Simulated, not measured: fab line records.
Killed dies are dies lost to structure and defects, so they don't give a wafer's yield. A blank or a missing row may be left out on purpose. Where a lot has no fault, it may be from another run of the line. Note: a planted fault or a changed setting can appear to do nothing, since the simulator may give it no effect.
Which tool is to blame? / flow sky130 / 12 lots, 36 wafers sampled, at 2 steps of a route of 708

WHAT THE GAUGES READ, wafer by wafer
SKY_VIA3_THK_MEAS_01.
lot=L075; measured=day 39 02:56; on=filmMetro-03; VIA3_HDPCVD_THK (nm)=1629 1608 1633
lot=L077; measured=day 39 22:16; on=filmMetro-04; VIA3_HDPCVD_THK (nm)=1658 1623 1644
lot=L079; measured=day 40 08:17; on=filmMetro-04; VIA3_HDPCVD_THK (nm)=1642 1635 1631
lot=L081; measured=day 41 02:14; on=filmMetro-03; VIA3_HDPCVD_THK (nm)=1631 1625 1582
lot=L083; measured=day 41 08:02; on=filmMetro-01; VIA3_HDPCVD_THK (nm)=1609 1628 1633
lot=L085; measured=day 42 03:21; on=filmMetro-03; VIA3_HDPCVD_THK (nm)=1678 1646 1665
lot=L087; measured=day 42 20:08; on=filmMetro-03; VIA3_HDPCVD_THK (nm)=1626 1602 1629
lot=L089; measured=day 43 06:16; on=filmMetro-01; VIA3_HDPCVD_THK (nm)=1600 1630 1630
lot=L091; measured=day 43 19:45; on=filmMetro-04; VIA3_HDPCVD_THK (nm)=1610 1608 1611
lot=L093; measured=day 44 09:11; on=filmMetro-04; VIA3_HDPCVD_THK (nm)=1637 1633 1621
lot=L095; measured=day 44 16:38; on=filmMetro-04; VIA3_HDPCVD_THK (nm)=1640 1630 1650
lot=L097; measured=day 45 07:08; on=filmMetro-03; VIA3_HDPCVD_THK (nm)=1574 1598 1631

WHAT TOOL EACH LOT RAN ON (gives the tool, then ch and the chambers of the sampled wafers, and finally the start)
lot=L075; SKY_METAL3_METAL_ETCH_18=rieMetal-03 ch 0,1, day 39 02:00
lot=L077; SKY_METAL3_METAL_ETCH_18=rieMetal-03 ch 0,1, day 39 21:15
lot=L079; SKY_METAL3_METAL_ETCH_18=rieMetal-02 ch 0,1, day 40 07:13
lot=L081; SKY_METAL3_METAL_ETCH_18=rieMetal-02 ch 0,1, day 41 01:19
lot=L083; SKY_METAL3_METAL_ETCH_18=rieMetal-03 ch 0,1, day 41 07:06
lot=L085; SKY_METAL3_METAL_ETCH_18=rieMetal-02 ch 1, day 42 02:22
lot=L087; SKY_METAL3_METAL_ETCH_18=rieMetal-02 ch 0,1, day 42 19:13
lot=L089; SKY_METAL3_METAL_ETCH_18=rieMetal-03 ch 0,1, day 43 05:19
lot=L091; SKY_METAL3_METAL_ETCH_18=rieMetal-02 ch 0,1, day 43 18:49
lot=L093; SKY_METAL3_METAL_ETCH_18=rieMetal-01 ch 0,1, day 44 08:16
lot=L095; SKY_METAL3_METAL_ETCH_18=rieMetal-01 ch 0,1, day 44 15:39
lot=L097; SKY_METAL3_METAL_ETCH_18=rieMetal-02 ch 0,1, day 45 06:09
- SKY_METAL3_METAL_ETCH_18: etches the open film in Cl2/BCl3, stops on SiO2, target depth 845 nm, time 183.1 s.

THE ANSWER, worked out from the rows above alone
Rule: the usual values come from the lots themselves. Put in order of their means at a reading, lots are off if they are a third of the lots or fewer, leave a main group of 4 or more, and stand apart from it by a gap of 3 or more times the standard deviation of the main group's means; of several such gaps the widest counts. A main group is skipped when, at the precision printed for the reading in the tables above, its means are all equal. Also off: a lot with no number at a reading for which 4 or more lots have one. All remaining lots with rows at the step are treated as sound.
No lot is off at any reading shown: from this, nothing can be told.

WHAT WAS PUT IN BY THE SIMULATOR
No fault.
